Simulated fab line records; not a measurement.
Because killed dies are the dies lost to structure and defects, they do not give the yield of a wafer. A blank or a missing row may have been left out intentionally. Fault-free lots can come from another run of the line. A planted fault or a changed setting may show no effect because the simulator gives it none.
fab line records + flow sky130
record
- lots=7
- wafers=21
- last_day=46
route steps=708 shown LDD_N@252 LDD_P@255 PAD_OPEN@708
lots that met no fault: taken from a fault-free run of the same line
start_h: hours from the record's first day to the start of the lot's first wafer shown + wait_h: hours from the lot's prior step to this one + " unchanged from the row above + L1.1+2: a row that stands for several wafers + - no value present, or no start provided + * or withheld: withheld + < > ~ a bound
route shown NAME@n: NAME is a module with steps in the file, n the number in the route of the first one + usual: mean/standard deviation of fault-free wafers + same: alike in all rows + chamber/n: place in a boat + sites: per-site readings + _std_site: standard deviation of those values + _edge_site: the outer-site mean with the inner-site mean subtracted + radius_mm: how far each site lies from the wafer's centre + mask NAME#n: copy n + behind: the tool/chamber that last shaped the wafer + hold: why the lot was held/for how many hours/how that ended + device: transistor that didn't switch, given as n, p or np + end of line: at the end of the route, the tests of the same wafers + a step given without rows: its recipe and nothing more + killed: not the wafer's yield, but the dies lost to structure and defects at the first sort + map: per-die view of a wafer (x killed, . not killed, _ where there is no die)
set.NAME: the run value of the setting; set.NAME@STEP: its run value at that earlier step + model.NAME: the simulator's own value behind a step, which no gauge read
lots seen at some steps along the route; tables by step, rows by wafer
services: a tool's chamber out of use, with start hour (start_h, from the record's first day; less than 0 if before it), hours out, and reason
## steps
# step SKY_LDD_N_IMPLANT_15
# recipe
- species=BF2
- energy_kev=50
- dose_cm2=5e+12
- tilt_deg=30
- rotation_deg=270
# step SKY_LDD_N_STRIP_16
# recipe
- chemistry=O2/N2
- power_w=1400
- pressure_mtorr=1500
- platen_temp_c=withheld
- o2_flow_sccm=3000
- n2_flow_sccm=300
- overash_fraction=0.5
# usual
- chamber_pressure_mTorr=1500.1/1.4
- drypump_motor_current_A=5.6/0.4
- oes_product_au=0.407/0.0045
- strip_time_to_endpoint_s=4.310/0.014
| lot.wafer | tool            | chamber | start_h | wait_h | chamber_pressure_mTorr | drypump_motor_current_A | oes_product_au | rf_hours_counter_h | strip_time_to_endpoint_s |
|-----------|-----------------|---------|---------|--------|------------------------|-------------------------|----------------|--------------------|--------------------------|
| L377.2    | plasma_asher-01 | 0       | 413.22  | 0.1    | 1501.7                 | 5.8                     | 0.411          | 74                 | 4.303                    |
| L377.3    | "               | 1       | "       | "      | 1503.5                 | 4.7                     | 0.398          | -                  | 4.294                    |
| L377.6    | "               | 1       | "       | "      | 1499.5                 | 4.7                     | 0.411          | -                  | 4.306                    |
| L376.1    | plasma_asher-02 | 1       | 415.15  | 0.1    | 1497.7                 | 5.8                     | 0.418          | 59                 | 4.340                    |
| L376.2    | "               | 0       | "       | "      | 1499.9                 | 6.1                     | 0.405          | 59                 | 4.302                    |
| L376.5    | "               | 0       | "       | "      | 1496.9                 | 6.1                     | 0.415          | -                  | 4.322                    |
| L380.1    | plasma_asher-04 | 1       | 428.72  | 0.1    | 1500.6                 | 5.3                     | 0.410          | 31                 | 4.323                    |
| L380.2    | "               | 0       | "       | "      | 1499.3                 | 5.5                     | 0.411          | 31                 | 4.316                    |
| L380.6    | "               | 0       | "       | "      | 1500.5                 | 5.5                     | 0.403          | -                  | 4.303                    |
| L381.2    | plasma_asher-02 | 1       | 440.57  | 0.1    | 1502.1                 | 5.8                     | 0.408          | 62                 | 4.318                    |
| L381.4    | "               | 1       | "       | "      | 1500.7                 | 5.8                     | 0.406          | -                  | 4.312                    |
| L381.6    | "               | 0       | "       | "      | 1501.5                 | 6.1                     | 0.410          | -                  | 4.317                    |
| L382.1    | plasma_asher-02 | 0       | 455.54  | 0.1    | 1499.6                 | 6.1                     | 0.409          | 64                 | 4.295                    |
| L382.3    | "               | 0       | "       | "      | 1502.2                 | 6.1                     | 0.404          | -                  | 4.322                    |
| L382.4    | "               | 1       | "       | "      | 1499.1                 | 5.8                     | 0.401          | -                  | 4.312                    |
| L383.3    | plasma_asher-04 | 1       | 470.92  | 0.1    | 1497.3                 | 5.3                     | 0.413          | -                  | 4.293                    |
| L383.4    | "               | 0       | "       | "      | 1500.7                 | 5.5                     | 0.400          | -                  | 4.320                    |
| L383.6    | "               | 1       | "       | "      | 1500.6                 | 5.3                     | 0.411          | -                  | 4.297                    |
| L384.1    | plasma_asher-01 | 0       | 483.22  | 0.1    | 1501.2                 | 5.8                     | 0.411          | 81                 | 4.326                    |
| L384.2    | "               | 1       | "       | "      | 1502.4                 | 4.7                     | 0.409          | 81                 | 4.323                    |
| L384.3    | "               | 0       | "       | "      | 1499.3                 | 5.9                     | 0.405          | -                  | 4.321                    |
# step SKY_LDD_N_TW_MEAS_17
# usual
- LDD_N_TW=2580/12
| lot.wafer | tool          | chamber | start_h | wait_h | LDD_N_TW |
|-----------|---------------|---------|---------|--------|----------|
| L377.2    | film_metro-04 | -       | 413.33  | 0.1    | 2596     |
| L377.3    | "             | -       | "       | "      | 2584     |
| L377.6    | "             | -       | "       | "      | 2584     |
| L376.1    | film_metro-03 | -       | 415.25  | 0.1    | 2580     |
| L376.2    | "             | -       | "       | "      | 2590     |
| L376.5    | "             | -       | "       | "      | 2593     |
| L380.1    | film_metro-01 | -       | 428.82  | 0.1    | 2587     |
| L380.2    | "             | -       | "       | "      | 2580     |
| L380.6    | "             | -       | "       | "      | 2567     |
| L381.2    | film_metro-04 | -       | 440.68  | 0.1    | 2574     |
| L381.4    | "             | -       | "       | "      | 2584     |
| L381.6    | "             | -       | "       | "      | 2590     |
| L382.1    | film_metro-03 | -       | 455.64  | 0.1    | 2595     |
| L382.3    | "             | -       | "       | "      | 2592     |
| L382.4    | "             | -       | "       | "      | 2590     |
| L383.3    | film_metro-03 | -       | 471.01  | 0.1    | 2590     |
| L383.4    | "             | -       | "       | "      | 2599     |
| L383.6    | "             | -       | "       | "      | 2591     |
| L384.1    | film_metro-01 | -       | 483.32  | 0.1    | 2567     |
| L384.2    | "             | -       | "       | "      | 2574     |
| L384.3    | "             | -       | "       | "      | 2558     |
# step SKY_LDD_P_DEHYDRATE_00
# recipe
- temp_c=200
- time_s=60
# step SKY_LDD_P_HMDS_01
# recipe
- prime_time_s=60
- prime_temp_c=120
# step SKY_LDD_P_COAT_02
# recipe
- resist=NOVOLAK
- spin_rpm=3000
- resist_thk_nm=1140
# step SKY_LDD_P_SOFTBAKE_03
# recipe
- temp_c=90
- time_s=60
- resist=NOVOLAK
# step SKY_LDD_P_EXPOSE_04
# recipe
- mask_id=PSDM
- na=0.6
- source_shape=conventional
- sigma_outer=0.6
- polarization=unpolarized
- target_cd_nm=380
- dose_mj=138
# step SKY_LDD_P_PEB_05
# recipe
- temp_c=withheld
- time_s=*
- resist=NOVOLAK
# step SKY_LDD_P_DEVELOP_06
# recipe
- resist=NOVOLAK
- developer=TMAH
- develop_time_s=60
- dev_temp_c=23
# step SKY_LDD_P_CD_MEAS_07
# recipe
- target_cd_nm=380
# usual
- cd_nm=380/3.2
| lot.wafer | tool      | chamber | start_h | wait_h | cd_nm |
|-----------|-----------|---------|---------|--------|-------|
| L377.2    | cd_sem-02 | -       | 443.30  | 0.1    | 379   |
| L377.3    | "         | -       | "       | "      | 382   |
| L377.6    | "         | -       | "       | "      | 383   |
| L376.1    | cd_sem-02 | -       | 446.05  | 0.1    | 382   |
| L376.2    | "         | -       | "       | "      | 381   |
| L376.5    | "         | -       | "       | "      | 380   |
| L380.1    | cd_sem-02 | -       | 460.10  | 0.1    | 378   |
| L380.2    | "         | -       | "       | "      | 378   |
| L380.6    | "         | -       | "       | "      | 378   |
| L381.2    | cd_sem-02 | -       | 472.47  | 0.1    | 384   |
| L381.4    | "         | -       | "       | "      | 386   |
| L381.6    | "         | -       | "       | "      | 383   |
| L382.1    | cd_sem-01 | -       | 486.78  | 0.1    | 381   |
| L382.3    | "         | -       | "       | "      | 381   |
| L382.4    | "         | -       | "       | "      | 381   |
| L383.3    | cd_sem-01 | -       | 502.07  | 0.1    | 377   |
| L383.4    | "         | -       | "       | "      | 381   |
| L383.6    | "         | -       | "       | "      | 380   |
| L384.1    | cd_sem-02 | -       | 513.90  | 0.1    | 379   |
| L384.2    | "         | -       | "       | "      | 376   |
| L384.3    | "         | -       | "       | "      | 379   |
# step SKY_LDD_P_OVL_MEAS_08
# usual
- LDD_P_OVL=1.1/1.2
| lot.wafer | tool       | chamber | start_h | wait_h | LDD_P_OVL[nm] |
|-----------|------------|---------|---------|--------|---------------|
| L377.2    | overlay-01 | -       | 443.41  | 0.1    | 2.0           |
| L377.3    | "          | -       | "       | "      | 1.4           |
| L377.6    | "          | -       | "       | "      | 1.9           |
| L376.1    | overlay-01 | -       | 446.17  | 0.1    | 3.0           |
| L376.2    | "          | -       | "       | "      | 3.0           |
| L376.5    | "          | -       | "       | "      | 1.0           |
| L380.1    | overlay-01 | -       | 460.22  | 0.1    | 1.9           |
| L380.2    | "          | -       | "       | "      | 1.8           |
| L380.6    | "          | -       | "       | "      | 0.7           |
| L381.2    | overlay-01 | -       | 472.58  | 0.1    | 1.1           |
| L381.4    | "          | -       | "       | "      | 2.4           |
| L381.6    | "          | -       | "       | "      | 1.9           |
| L382.1    | overlay-01 | -       | 486.90  | 0.1    | 0.9           |
| L382.3    | "          | -       | "       | "      | -0.2          |
| L382.4    | "          | -       | "       | "      | 1.4           |
| L383.3    | overlay-01 | -       | 502.16  | 0.1    | 1.8           |
| L383.4    | "          | -       | "       | "      | 1.7           |
| L383.6    | "          | -       | "       | "      | 1.5           |
| L384.1    | overlay-02 | -       | 514.02  | 0.1    | 2.0           |
| L384.2    | "          | -       | "       | "      | 2.8           |
| L384.3    | "          | -       | "       | "      | 1.5           |
# step SKY_LDD_P_IMPLANT_09
# recipe
- species=BF2
- energy_kev=25
- dose_cm2=1e+13
- tilt_deg=withheld
# usual
- implant_ion_amu=49/0
| lot.wafer | tool         | chamber | start_h | wait_h | implant_ion_amu | model.implant.drp_nm | model.implant.rp_nm |
|-----------|--------------|---------|---------|--------|-----------------|----------------------|---------------------|
| L377.2    | implanter-04 | 0       | 443.46  | 0.0    | 49              | 11.41                | 20.4                |
| L377.3    | "            | 0       | "       | "      | 49              | 11.41                | 20.4                |
| L377.6    | "            | 0       | "       | "      | 49              | 11.41                | 20.4                |
| L376.1    | implanter-03 | 0       | 446.21  | 0.0    | 49              | 11.41                | 20.34               |
| L376.2    | "            | 0       | "       | "      | 49              | 11.41                | 20.34               |
| L376.5    | "            | 0       | "       | "      | 49              | 11.41                | 20.34               |
| L380.1    | implanter-01 | 0       | 460.26  | 0.0    | 49              | 11.41                | 20.09               |
| L380.2    | "            | 0       | "       | "      | 49              | 11.41                | 20.09               |
| L380.6    | "            | 0       | "       | "      | 49              | 11.41                | 20.09               |
| L381.2    | implanter-03 | 0       | 472.63  | 0.0    | 49              | 11.41                | 21.1                |
| L381.4    | "            | 0       | "       | "      | 49              | 11.41                | 21.1                |
| L381.6    | "            | 0       | "       | "      | 49              | 11.41                | 21.1                |
| L382.1    | implanter-04 | 0       | 486.97  | 0.1    | 75              | 8.431                | 17.74               |
| L382.3    | "            | 0       | "       | "      | 75              | 8.431                | 17.74               |
| L382.4    | "            | 0       | "       | "      | 75              | 8.431                | 17.74               |
| L383.3    | implanter-04 | 0       | 502.24  | 0.1    | 75              | 8.431                | 19.11               |
| L383.4    | "            | 0       | "       | "      | 75              | 8.431                | 19.11               |
| L383.6    | "            | 0       | "       | "      | 75              | 8.431                | 19.11               |
| L384.1    | implanter-04 | 0       | 514.06  | 0.0    | 75              | 8.431                | 18.66               |
| L384.2    | "            | 0       | "       | "      | 75              | 8.431                | 18.66               |
| L384.3    | "            | 0       | "       | "      | 75              | 8.431                | 18.66               |
# step SKY_LDD_P_STRIP_10
# recipe
- chemistry=O2/N2
- power_w=1400
- pressure_mtorr=1500
- platen_temp_c=withheld
- o2_flow_sccm=3000
- n2_flow_sccm=300
- overash_fraction=0.5
# usual
- chamber_pressure_mTorr=1500/3.1
- drypump_motor_current_A=5.40/0.24
- oes_product_au=0.716/0.0045
- strip_time_to_endpoint_s=14.17/0.032
| lot.wafer | tool            | chamber | start_h | wait_h | chamber_pressure_mTorr | drypump_motor_current_A | oes_product_au | rf_hours_counter_h | strip_time_to_endpoint_s |
|-----------|-----------------|---------|---------|--------|------------------------|-------------------------|----------------|--------------------|--------------------------|
| L377.2    | plasma_asher-03 | 0       | 443.59  | 0.1    | 1501                   | 5.19                    | 0.713          | 2                  | 14.13                    |
| L377.3    | "               | 1       | "       | "      | 1500                   | 5.27                    | 0.716          | -                  | 14.15                    |
| L377.6    | "               | 0       | "       | "      | 1501                   | 5.21                    | 0.719          | -                  | 14.15                    |
| L376.1    | plasma_asher-04 | 1       | 446.36  | 0.1    | 1504                   | 5.33                    | 0.713          | 32                 | 14.14                    |
| L376.2    | "               | 0       | "       | "      | 1501                   | 5.55                    | 0.713          | 32                 | 14.14                    |
| L376.5    | "               | 0       | "       | "      | 1499                   | 5.53                    | 0.708          | -                  | 14.19                    |
| L380.1    | plasma_asher-03 | 1       | 460.41  | 0.1    | 1500                   | 5.25                    | 0.715          | 3                  | 14.17                    |
| L380.2    | "               | 0       | "       | "      | 1499                   | 5.21                    | 0.720          | 3                  | 14.17                    |
| L380.6    | "               | 1       | "       | "      | 1501                   | 5.28                    | 0.714          | -                  | 14.13                    |
| L381.2    | plasma_asher-04 | 0       | 472.76  | 0.1    | 1502                   | 5.50                    | 0.723          | 35                 | 14.16                    |
| L381.4    | "               | 0       | "       | "      | 1497                   | 5.50                    | 0.719          | -                  | 14.20                    |
| L381.6    | "               | 0       | "       | "      | 1497                   | 5.52                    | 0.713          | -                  | 14.18                    |
| L382.1    | plasma_asher-02 | 0       | 487.12  | 0.1    | 1501                   | 6.12                    | 0.717          | 67                 | 14.22                    |
| L382.3    | "               | 1       | "       | "      | 1501                   | 5.76                    | 0.718          | -                  | 14.18                    |
| L382.4    | "               | 0       | "       | "      | 1500                   | 6.12                    | 0.716          | -                  | 14.15                    |
| L383.3    | plasma_asher-04 | 1       | 502.37  | 0.1    | 1496                   | 5.32                    | 0.718          | -                  | 14.16                    |
| L383.4    | "               | 0       | "       | "      | 1500                   | 5.55                    | 0.713          | -                  | 14.17                    |
| L383.6    | "               | 0       | "       | "      | 1498                   | 5.57                    | 0.707          | -                  | 14.18                    |
| L384.1    | plasma_asher-03 | 1       | 514.21  | 0.1    | 1496                   | 5.29                    | 0.709          | 8                  | 14.22                    |
| L384.2    | "               | 0       | "       | "      | 1502                   | 5.20                    | 0.719          | 8                  | 14.19                    |
| L384.3    | "               | 1       | "       | "      | 1502                   | 5.26                    | 0.714          | -                  | 14.21                    |
# step SKY_LDD_P_TW_MEAS_11
# usual
- LDD_P_TW=638/4.4
| lot.wafer | tool          | chamber | start_h | wait_h | hold                     | LDD_P_TW |
|-----------|---------------|---------|---------|--------|--------------------------|----------|
| L377.2    | film_metro-02 | -       | 443.70  | 0.1    | -                        | 643      |
| L377.3    | "             | -       | "       | "      | -                        | 647      |
| L377.6    | "             | -       | "       | "      | -                        | 648      |
| L376.1    | film_metro-04 | -       | 446.46  | 0.1    | -                        | 633      |
| L376.2    | "             | -       | "       | "      | -                        | 635      |
| L376.5    | "             | -       | "       | "      | -                        | 635      |
| L380.1    | film_metro-04 | -       | 460.51  | 0.1    | -                        | 634      |
| L380.2    | "             | -       | "       | "      | -                        | 637      |
| L380.6    | "             | -       | "       | "      | -                        | 633      |
| L381.2    | film_metro-02 | -       | 472.87  | 0.1    | -                        | 642      |
| L381.4    | "             | -       | "       | "      | -                        | 642      |
| L381.6    | "             | -       | "       | "      | -                        | 639      |
| L382.1    | film_metro-02 | -       | 487.22  | 0.1    | await_dispo/0.2h/release | 1061     |
| L382.3    | "             | -       | "       | "      | await_dispo/0.2h/release | 1053     |
| L382.4    | "             | -       | "       | "      | await_dispo/0.2h/release | 1059     |
| L382.1    | film_metro-02 | -       | 487.44  | 0.2    | -                        | 1061     |
| L382.3    | "             | -       | "       | "      | -                        | 1059     |
| L382.4    | "             | -       | "       | "      | -                        | 1056     |
| L383.3    | film_metro-02 | -       | 502.46  | 0.1    | await_dispo/0.2h/release | 1054     |
| L383.4    | "             | -       | "       | "      | await_dispo/0.2h/release | 1057     |
| L383.6    | "             | -       | "       | "      | await_dispo/0.2h/release | 1054     |
| L383.3    | film_metro-02 | -       | 502.68  | 0.2    | -                        | 1056     |
| L383.4    | "             | -       | "       | "      | -                        | 1063     |
| L383.6    | "             | -       | "       | "      | -                        | 1061     |
| L384.1    | film_metro-02 | -       | 514.31  | 0.1    | await_dispo/0.2h/release | 1062     |
| L384.2    | "             | -       | "       | "      | await_dispo/0.2h/release | 1055     |
| L384.3    | "             | -       | "       | "      | await_dispo/0.2h/release | 1060     |
| L384.1    | film_metro-02 | -       | 514.53  | 0.2    | -                        | 1061     |
| L384.2    | "             | -       | "       | "      | -                        | 1057     |
| L384.3    | "             | -       | "       | "      | -                        | 1059     |
# step SKY_PAD_OPEN_PROBE_99
# usual
- defect_limited_yield=82.5/1.9
- killed_at_M0_to_M3=43/7.2
- killed_at_M4_up=3.1/1.8
- killed_at_contacts=24/5.4
- killed_at_front_end=15/4.4
- killed_at_other=0.4/0.56
- killed_dies=86/9.3
- killed_open=47/6.9
- killed_short=39/6.6
- sort_bin_3_pad_short=0.9/0.43
- sort_bin_5_function=10.4/1.5
- sort_bin_6_memory=6.2/1.1
- sort_n_pass=406/9.3
- sort_yield_pct=82.5/1.9
# same
- gross_dies=492
- killed_at_back_side=0
- sort_bin_4_leakage[%]=0
- sort_bin_8_speed[%]=0
| lot.wafer | tool      | chamber | start_h | wait_h | defect_limited_yield[%] | killed_at_M0_to_M3 | killed_at_M4_up | killed_at_contacts | killed_at_front_end | killed_at_other | killed_dies | killed_open | killed_short | sort_bin_3_pad_short[%] | sort_bin_5_function[%] | sort_bin_6_memory[%] | sort_n_pass | sort_yield_pct[%] |
|-----------|-----------|---------|---------|--------|-------------------------|--------------------|-----------------|--------------------|---------------------|-----------------|-------------|-------------|--------------|-------------------------|------------------------|----------------------|-------------|-------------------|
| L377.2    | prober-01 | -       | 1084.57 | 0.1    | 82.5                    | 46                 | 6               | 17                 | 16                  | 1               | 86          | 45          | 41           | 0.8                     | 10.2                   | 6.5                  | 406         | 82.5              |
| L377.3    | prober-01 | -       | 1084.62 | 0.2    | 82.1                    | 44                 | 5               | 25                 | 14                  | 0               | 88          | 34          | 54           | 0.8                     | 9.6                    | 7.5                  | 404         | 82.1              |
| L377.6    | prober-01 | -       | 1084.77 | 0.2    | 80.7                    | 58                 | 1               | 25                 | 11                  | 0               | 95          | 54          | 41           | 0.8                     | 10.0                   | 8.5                  | 397         | 80.7              |
| L380.1    | prober-01 | -       | 1095.32 | 0.1    | 82.7                    | 33                 | 3               | 30                 | 19                  | 0               | 85          | 54          | 31           | 0.8                     | 10.0                   | 6.5                  | 407         | 82.7              |
| L380.2    | prober-01 | -       | 1095.37 | 0.1    | 81.3                    | 35                 | 7               | 31                 | 19                  | 0               | 92          | 46          | 46           | 0.8                     | 11.2                   | 6.7                  | 400         | 81.3              |
| L380.6    | prober-01 | -       | 1095.57 | 0.2    | 79.3                    | 48                 | 3               | 32                 | 19                  | 0               | 102         | 54          | 48           | 1.0                     | 11.2                   | 8.5                  | 390         | 79.3              |
| L381.2    | prober-02 | -       | 1104.16 | 0.1    | 81.7                    | 43                 | 2               | 24                 | 20                  | 1               | 90          | 45          | 45           | 0.2                     | 9.6                    | 8.5                  | 402         | 81.7              |
| L381.4    | prober-02 | -       | 1104.26 | 0.2    | 84.3                    | 35                 | 3               | 19                 | 19                  | 1               | 77          | 45          | 32           | 0.8                     | 10.0                   | 4.9                  | 415         | 84.3              |
| L381.6    | prober-02 | -       | 1104.36 | 0.2    | 84.6                    | 40                 | 2               | 16                 | 18                  | 0               | 76          | 40          | 36           | 0.8                     | 8.7                    | 5.9                  | 416         | 84.6              |
# killed by level:class
L377.2 VIA1:geometric_particle:open=9 VIA3:geometric_particle:open=8 CONTACT:geometric_particle:open=6 VIA2:geometric_particle:open=6 VIA1:geometric_particle:short=5 VIA3:geometric_particle:short=5 FIELD_ISO:geometric_particle:short=4 POLY_GATE:geometric_particle:open=4
L377.3 POLY_GATE:geometric_particle:short=9 CONTACT:geometric_particle:open=9 VIA1:geometric_particle:short=9 LI_CONTACT:geometric_particle:open=6 METAL3:geometric_particle:short=6 VIA1:geometric_particle:open=6 CONTACT:geometric_particle:short=5 VIA3:geometric_particle:open=5
L377.6 CONTACT:geometric_particle:open=10 VIA3:geometric_particle:open=10 VIA2:geometric_particle:open=9 METAL1:geometric_particle:short=8 VIA1:geometric_particle:open=8 LI_CONTACT:geometric_particle:open=7 VIA1:geometric_particle:short=7 VIA3:geometric_particle:short=6
L380.1 VIA1:geometric_particle:open=13 CONTACT:geometric_particle:open=11 FIELD_ISO:geometric_particle:open=7 LI_CONTACT:geometric_particle:open=7 CONTACT:geometric_particle:short=6 LOCAL_INTERCONNECT:geometric_particle:short=5 VIA3:geometric_particle:open=4 VIA2:geometric_particle:open=4
L380.2 VIA1:geometric_particle:open=11 POLY_GATE:geometric_particle:open=8 LOCAL_INTERCONNECT:geometric_particle:short=8 CONTACT:geometric_particle:short=7 LI_CONTACT:geometric_particle:open=7 CONTACT:geometric_particle:open=5 VIA1:geometric_particle:short=5 METAL4:geometric_particle:short=5
L380.6 LI_CONTACT:geometric_particle:open=10 VIA1:geometric_particle:open=10 CONTACT:geometric_particle:open=10 VIA2:geometric_particle:open=8 METAL1:geometric_particle:short=7 LOCAL_INTERCONNECT:geometric_particle:short=6 POLY_GATE:geometric_particle:short=5 POLY_GATE:geometric_particle:open=5
L381.2 VIA1:geometric_particle:open=9 VIA1:geometric_particle:short=9 LI_CONTACT:geometric_particle:open=8 CONTACT:geometric_particle:open=8 VIA2:geometric_particle:open=7 FIELD_ISO:geometric_particle:short=4 VIA2:geometric_particle:short=4 CONTACT:geometric_particle:short=4
L381.4 CONTACT:geometric_particle:open=9 FIELD_ISO:geometric_particle:short=8 VIA1:geometric_particle:open=7 LI_CONTACT:geometric_particle:open=6 METAL2:geometric_particle:short=6 VIA2:geometric_particle:open=6 POLY_GATE:geometric_particle:open=5 VIA1:geometric_particle:short=4
L381.6 VIA1:geometric_particle:open=10 VIA2:geometric_particle:open=8 CONTACT:geometric_particle:open=6 FIELD_ISO:geometric_particle:open=5 CONTACT:geometric_particle:short=5 FIELD_ISO:geometric_particle:short=4 POLY_GATE:geometric_particle:short=4 VIA1:geometric_particle:short=4
## services
| tool            | chamber | start_h | hours | kind       |
|-----------------|---------|---------|-------|------------|
| implanter-03    | -       | 413.75  | 2.7   | repair     |
| plasma_asher-03 | -       | 421.25  | 9.0   | pm         |
| plasma_asher-03 | 0       | 421.25  | 9.0   | vent_cycle |
| plasma_asher-03 | 1       | 421.25  | 9.0   | vent_cycle |
| plasma_asher-01 | -       | 422.56  | 2.8   | pm         |
| plasma_asher-04 | -       | 429.20  | 8.1   | repair     |
| plasma_asher-03 | 0       | 430.25  | -     | clean      |
| plasma_asher-03 | 1       | 430.25  | -     | clean      |
| plasma_asher-01 | -       | 437.41  | 0.7   | repair     |
| implanter-04    | -       | 438.13  | 1.0   | repair     |
| plasma_asher-03 | -       | 447.01  | 2.4   | repair     |
| implanter-01    | -       | 472.03  | 17.6  | repair     |
| implanter-03    | -       | 484.74  | 2.4   | repair     |
| implanter-01    | -       | 489.68  | 2.2   | pm         |
| implanter-04    | -       | 492.88  | 9.3   | repair     |
## key
first_sign
- step=SKY_LDD_P_IMPLANT_09
- reading=implant_ion_amu
- direction=up
- sigmas=99+
- usual=49
- struck=75
effect
- step=SKY_LDD_P_TW_MEAS_11
- reading=visit
- direction=added
effect
- step=SKY_LDD_P_TW_MEAS_11
- reading=LDD_P_TW
- direction=up
- sigmas=95
- usual=638
- struck=1057
model_effect
- step=SKY_LDD_P_IMPLANT_09
- value=implant.drp_nm
- without=11.41
- struck=8.431
met_at SKY_LDD_P_IMPLANT_09
struck_wafers L382.1,L382.3,L382.4,L383.3,L383.4,L383.6,L384.1,L384.2,L384.3
scrapped_behind SKY_LDD_P_TW_MEAS_11 L382.1,L382.3,L382.4,L383.3,L383.4,L383.6,L384.1,L384.2,L384.3
onset_between 460.26 486.97
fault
- kind=wrong_recipe_download
- tool=implanter-01,implanter-03,implanter-04
- chamber=-
- onset_h=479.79
- steps=SKY_LDD_P_IMPLANT_09
- wrong_recipe.not_listed=1
